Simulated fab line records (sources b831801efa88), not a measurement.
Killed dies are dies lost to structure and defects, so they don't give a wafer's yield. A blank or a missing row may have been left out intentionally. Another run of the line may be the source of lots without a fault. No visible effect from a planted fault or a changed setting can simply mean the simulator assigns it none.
2 desks, one fault :: flow sky130 :: every desk sees just its own numbers, and what lay behind them comes last

## DESK OF THE TOOL OWNER: furnace-01
The tool's own readings at SKY_FIELD_ISO_ANNEAL_26 (time 1800 s): means of the sampled wafers that have a number, for each lot that ran on this tool. A lot is out of limits, marked OUT, if its mean lies more than 4 standard deviations from the usual mean; the brackets give that distance.
Columns: A = spike-tc-bottom-C at SKY_FIELD_ISO_ANNEAL_26, usual 1018.7 C; B = spike-tc-centre-C at SKY_FIELD_ISO_ANNEAL_26, usual 1000.9 C; C = zone-power-bottom-pct at SKY_FIELD_ISO_ANNEAL_26, usual 31.4 %; D = zone-power-top-pct at SKY_FIELD_ISO_ANNEAL_26, usual 45 %
lot: L419
first seen here: day 3 14:52
A: 1019.3
B: 1000.4
C: 32.4
D: 35

lot: L434
first seen here: day 6 13:22
A: 1019.5
B: 999.1
C: 32.7
D: 35

lot: L436
first seen here: day 6 19:45
A: 1018.6
B: 1000.3
C: 32.9
D: 35
This desk found nothing out of limits on any of the 3 lots.

## METROLOGY DESK
What the gauges read for every lot (on any tool): the sampled wafers with a number, averaged. A lot is out of limits, marked OUT, if its mean lies more than 4 standard deviations from the usual mean; the brackets give that distance.
Columns: A = cd-nm at SKY_FIELD_ISO_CD_MEAS_13, usual 150.0 nm; B = NWELL_RS at SKY_NWELL_RS_MEAS_29, usual 624.2 ohm/sq
lot: L415
first seen here: day 2 05:05
A: 150.1
B: 623.8

lot: L417
first seen here: day 2 15:31
A: 152.7
B: 625.1

lot: L418
first seen here: day 2 23:27
A: 148.6
B: 626.2

lot: L419
first seen here: day 3 03:04
A: 150.4
B: 625.7

lot: L423
first seen here: day 4 02:11
A: 148.4
B: 623.2

lot: L424
first seen here: day 4 08:44
A: 150.3
B: 626.9

lot: L425
first seen here: day 4 08:54
A: 149.9
B: 624.2

lot: L430
first seen here: day 5 12:53
A: 151.2
B: -

lot: L431
first seen here: day 5 19:04
A: 150.9
B: -

lot: L434
first seen here: day 6 10:16
A: 149.4
B: 620.6

lot: L435
first seen here: day 6 13:17
A: 147.9
B: 622.9

lot: L436
first seen here: day 6 17:14
A: 149.4
B: 622.4

lot: L437
first seen here: day 6 21:56
A: 149.9
B: 622.6

lot: L438
first seen here: day 7 08:46
A: 152.1
B: 627.1
This desk found nothing out of limits on any of the 14 lots.

## PUT TOGETHER
The desk of the tool owner found nothing out of limits.
Nothing out of limits was seen by the metrology desk.

## WHAT THE SIMULATOR PUT IN
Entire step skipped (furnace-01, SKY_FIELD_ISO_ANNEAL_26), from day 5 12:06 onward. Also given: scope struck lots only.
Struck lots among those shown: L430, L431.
